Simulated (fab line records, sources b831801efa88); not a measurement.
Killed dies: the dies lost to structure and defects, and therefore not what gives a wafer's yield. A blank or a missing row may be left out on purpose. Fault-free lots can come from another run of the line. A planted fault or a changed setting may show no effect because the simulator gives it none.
Chamber matching || flow sky130 || SKY_VIA3_ETCH_15 on rie_diel-01: 4 sister chambers
The step etches SiO2 in C4F8/O2/Ar, stops on TiN, target depth 507 nm, time 78 s. 20 wafers are shown with their chamber, then 10 later ones without.

== WAFERS PAIRED WITH THEIR CHAMBERS ==
{"wafer": "L076.1", "chamber": 3, "oes_product_au (a.u.)": 0.944}
{"wafer": "L076.4", "chamber": 2, "oes_product_au (a.u.)": 0.942}
{"wafer": "L076.6", "chamber": 3, "oes_product_au (a.u.)": 0.945}
{"wafer": "L083.2", "chamber": 1, "oes_product_au (a.u.)": 0.943}
{"wafer": "L083.3", "chamber": 0, "oes_product_au (a.u.)": 0.954}
{"wafer": "L083.4", "chamber": 3, "oes_product_au (a.u.)": 0.948}
{"wafer": "L086.1", "chamber": 2, "oes_product_au (a.u.)": 0.950}
{"wafer": "L086.2", "chamber": 3, "oes_product_au (a.u.)": 0.944}
{"wafer": "L086.3", "chamber": 0, "oes_product_au (a.u.)": 0.939}
{"wafer": "L086.4", "chamber": 1, "oes_product_au (a.u.)": 0.939}
{"wafer": "L086.5", "chamber": 3, "oes_product_au (a.u.)": 0.947}
{"wafer": "L086.6", "chamber": 2, "oes_product_au (a.u.)": 0.948}
{"wafer": "L089.1", "chamber": 1, "oes_product_au (a.u.)": 0.946}
{"wafer": "L089.2", "chamber": 0, "oes_product_au (a.u.)": 0.948}
{"wafer": "L089.3", "chamber": 3, "oes_product_au (a.u.)": 0.953}
{"wafer": "L089.4", "chamber": 2, "oes_product_au (a.u.)": 0.955}
{"wafer": "L089.5", "chamber": 3, "oes_product_au (a.u.)": 0.953}
{"wafer": "L089.6", "chamber": 0, "oes_product_au (a.u.)": 0.950}
{"wafer": "L092.1", "chamber": 0, "oes_product_au (a.u.)": 0.951}
{"wafer": "L092.2", "chamber": 2, "oes_product_au (a.u.)": 0.939}

SIGNATURES (means of the wafers above)
{"reading": "oes_product_au", "chamber 0": 0.94840, "chamber 1": 0.94267, "chamber 2": 0.94680, "chamber 3": 0.94771, "scatter within a chamber": 0.00505}
Rule: a wafer lies at a distance from a chamber equal to the root of the sum of squares, over the readings, of (its reading less the chamber's mean, divided by the reading's scatter). If the next closest chamber is less than 2 further off than the closest, the wafer can't be placed; otherwise it belongs to the closest. The scatter: take each reading less its chamber's mean, square it, sum over the shown wafers, divide by the number of wafers less the number of chambers, and take the root.

== WAFERS WITH NO CHAMBER GIVEN ==
{"wafer": "L092.3", "oes_product_au (a.u.)": 0.949}
{"wafer": "L092.4", "oes_product_au (a.u.)": 0.950}
{"wafer": "L092.5", "oes_product_au (a.u.)": 0.939}
{"wafer": "L092.6", "oes_product_au (a.u.)": 0.938}
{"wafer": "L093.3", "oes_product_au (a.u.)": 0.948}
{"wafer": "L093.4", "oes_product_au (a.u.)": 0.944}
{"wafer": "L093.5", "oes_product_au (a.u.)": 0.940}
{"wafer": "L096.2", "oes_product_au (a.u.)": 0.948}
{"wafer": "L096.4", "oes_product_au (a.u.)": 0.951}
{"wafer": "L096.6", "oes_product_au (a.u.)": 0.945}

== THE CHAMBER EACH PASSED THROUGH ==
{"wafer": "L092.3", "from the rows above": "can't be placed: 0 or 3 or 2 or 1", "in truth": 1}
{"wafer": "L092.4", "from the rows above": "can't be placed: 0 or 3 or 2 or 1", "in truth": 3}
{"wafer": "L092.5", "from the rows above": "can't be placed: 1 or 2 or 3 or 0", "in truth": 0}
{"wafer": "L092.6", "from the rows above": "can't be placed: 1 or 2 or 3 or 0", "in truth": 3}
{"wafer": "L093.3", "from the rows above": "can't be placed: 3 or 0 or 2 or 1", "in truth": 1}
{"wafer": "L093.4", "from the rows above": "can't be placed: 1 or 2 or 3 or 0", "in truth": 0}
{"wafer": "L093.5", "from the rows above": "can't be placed: 1 or 2 or 3 or 0", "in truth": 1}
{"wafer": "L096.2", "from the rows above": "can't be placed: 3 or 0 or 2 or 1", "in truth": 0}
{"wafer": "L096.4", "from the rows above": "can't be placed: 0 or 3 or 2 or 1", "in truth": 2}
{"wafer": "L096.6", "from the rows above": "can't be placed: 2 or 1 or 3 or 0", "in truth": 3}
Correct placement for 0 of the 10. Cannot be placed on the basis of these rows: 10; the candidates contain the true chamber in 10. Wrongly placed: 0.
